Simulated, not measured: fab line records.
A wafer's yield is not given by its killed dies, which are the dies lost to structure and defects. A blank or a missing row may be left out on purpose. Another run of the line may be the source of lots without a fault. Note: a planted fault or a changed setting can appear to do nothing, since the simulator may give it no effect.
What tool caused it? ; flow gf180mcu ; 13 lots, 39 wafers sampled, at 4 steps of a route of 602

WHAT THE GAUGES SHOWED, per wafer
GF_LVPWELL_OVL_MEAS_07. Usual: LVPWELL_OVL typically reads 0.9 nm, with standard deviation 1.6.
lot;measured;on;LVPWELL_OVL (nm);flag
L953;day 4 02:29;overlay-02;0.9 -1.2 -0.4;
L954;day 4 07:38;overlay-02;-0.5 -0.4 0.2;
L955;day 4 13:16;overlay-02;-1.5 -0.7 -2.7;
L956;day 4 19:05;overlay-02;-1.2 0.1 1.6;
L957;day 5 00:14;overlay-02;0.4 1.5 -0.2;
L958;day 5 08:25;overlay-02;0.8 0.8 2.6;
L961;day 5 22:20;overlay-02;-1.3 -1.1 -2.0;
L965;day 6 23:08;overlay-01;0.9 1.3 1.8;
L968;day 7 15:59;overlay-01;1.0 0.8 0.5;
L972;day 8 12:46;overlay-01;-1.1 -2.1 0.8;
L973;day 8 19:50;overlay-02;2.7 2.1 2.0;
L974;day 9 01:23;overlay-01;1.3 2.0 1.1;
L975;day 9 08:34;overlay-02;-0.9 -1.6 1.9;

GF_DUAL_GATE_THK_MEAS_03. Usual: DUAL_GATE_OXIDATION_00_THK typically reads 10.84 nm, with standard deviation 0.25.
lot;measured;on;DUAL_GATE_OXIDATION_00_THK (nm);flag
L953;day 8 00:23;film-metro-03;10.59 10.48 10.76;
L954;day 8 05:18;film-metro-03;10.98 11.19 11.08;
L955;day 8 13:50;film-metro-04;10.78 10.82 10.91;
L956;day 8 22:02;film-metro-03;11.04 10.88 10.88;
L957;day 9 02:23;film-metro-03;10.81 11.02 10.87;
L958;day 9 10:38;film-metro-01;10.79 10.70 10.55;
L961;day 10 03:37;film-metro-03;16.62 16.57 16.66;OFF
L965;day 11 08:49;film-metro-01;10.61 10.75 10.73;
L968;day 12 08:35;film-metro-04;10.53 10.60 10.68;
L972;day 13 06:47;film-metro-01;11.30 11.25 11.20;
L973;day 13 15:05;film-metro-01;11.10 10.93 11.05;
L974;day 13 21:40;film-metro-04;10.48 10.64 10.46;
L975;day 14 06:34;film-metro-03;10.40 10.41 10.38;

GF_DUAL_GATE_OVL_MEAS_11. Usual: DUAL_GATE_OVL typically reads 0.2 nm, with standard deviation 1.5.
lot;measured;on;DUAL_GATE_OVL (nm);flag
L953;day 8 16:47;overlay-02;1.3 -1.2 0.8;
L954;day 8 21:14;overlay-01;-0.1 2.4 1.3;
L955;day 9 06:29;overlay-02;1.6 1.5 2.0;
L956;day 9 15:20;overlay-01;-0.9 0.3 -0.4;
L957;day 9 20:40;overlay-02;0.6 -0.7 0.7;
L958;day 10 04:01;overlay-02;0.1 0.5 -2.0;
L961;day 10 21:46;overlay-02;-1.1 -0.5 0.5;
L965;day 12 03:14;overlay-01;2.0 2.8 1.9;
L968;day 13 03:31;overlay-02;-0.9 -1.5 -0.7;
L972;day 14 03:35;overlay-02;0.3 -2.0 0.0;
L973;day 14 11:46;overlay-02;-1.0 -1.0 -0.3;
L974;day 14 17:42;overlay-02;1.8 0.1 -0.7;
L975;day 15 03:17;overlay-02;-0.6 -1.2 -1.1;

EACH LOT AND THE TOOL THAT RAN IT (in order: tool; ch and the chambers of the sampled wafers; start)
lot;GF_DUAL_GATE_OXIDATION_02
L953;furnace-02 ch 0, day 7 22:56
L954;furnace-02 ch 0, day 8 03:51
L955;furnace-01 ch 0, day 8 12:23
L956;furnace-01 ch 0, day 8 20:33
L957;furnace-01 ch 0, day 9 00:56
L958;furnace-01 ch 0, day 9 09:11
L961;furnace-01 ch 0, day 10 02:10
L965;furnace-02 ch 0, day 11 07:21
L968;furnace-02 ch 0, day 12 07:07
L972;furnace-01 ch 0, day 13 05:20
L973;furnace-01 ch 0, day 13 13:37
L974;furnace-02 ch 0, day 13 20:13
L975;furnace-02 ch 0, day 14 05:07
- GF_DUAL_GATE_OXIDATION_02: stabilise 600 s, purge 300 s, target thk 10.887 nm.

AS READ BY THE TOOLS THEMSELVES (means over the sampled wafers that have a number; for cases with no such wafer, the mark the record gives instead)
GF_DUAL_GATE_OXIDATION_02. Usual: ox-temp-c-max 904.1, standard deviation 1.1; spike-tc-bottom-C 920.5 C, standard deviation 1; zone-power-bottom-pct 27.3 %, standard deviation 1.3.
lot;tool;ox-temp-c-max;spike-tc-bottom-C (C);zone-power-bottom-pct (%);flag
L953;furnace-02;904.6;920.8;28.4;
L954;furnace-02;904.6;920.5;28.6;
L955;furnace-01;903.1;920.6;25.9;
L956;furnace-01;903.4;919.1;26.0;
L957;furnace-01;903.0;920.6;25.8;
L958;furnace-01;903.3;920.4;26.1;
L961;furnace-01;903.1;920.6;26.2;
L965;furnace-02;904.6;921.3;28.0;
L968;furnace-02;904.9;921.2;28.7;
L972;furnace-01;902.6;920.1;25.9;
L973;furnace-01;902.7;920.2;25.9;
L974;furnace-02;904.4;921.0;28.4;
L975;furnace-02;904.3;921.0;28.3;

THE ANSWER, worked out from the rows above alone
Rule: take the mean of a lot's wafers that have a number; if it is more than 3 standard deviations from the usual mean, the lot is off. A lot without any number at a reading at which 4 lots or more have one is off too. All remaining lots with rows at the step are treated as sound. First the gauges in route order, then the tools' own readings, where a lot's mean is used as printed above. At the first step where some lot is off, the reading lying furthest off is the one used; lots without a number count as furthest.
Off: L961, seen at GF_DUAL_GATE_THK_MEAS_03 (DUAL_GATE_OXIDATION_00_THK).
A tool fits if, at a process step before that reading, it ran every lot that is off, and no sound lot after the first of them. Gauges at GF_DUAL_GATE_THK_MEAS_03: tried the same way as those tools. Not one of the candidates tried fits.

WHAT HAD BEEN PUT IN BY THE SIMULATOR
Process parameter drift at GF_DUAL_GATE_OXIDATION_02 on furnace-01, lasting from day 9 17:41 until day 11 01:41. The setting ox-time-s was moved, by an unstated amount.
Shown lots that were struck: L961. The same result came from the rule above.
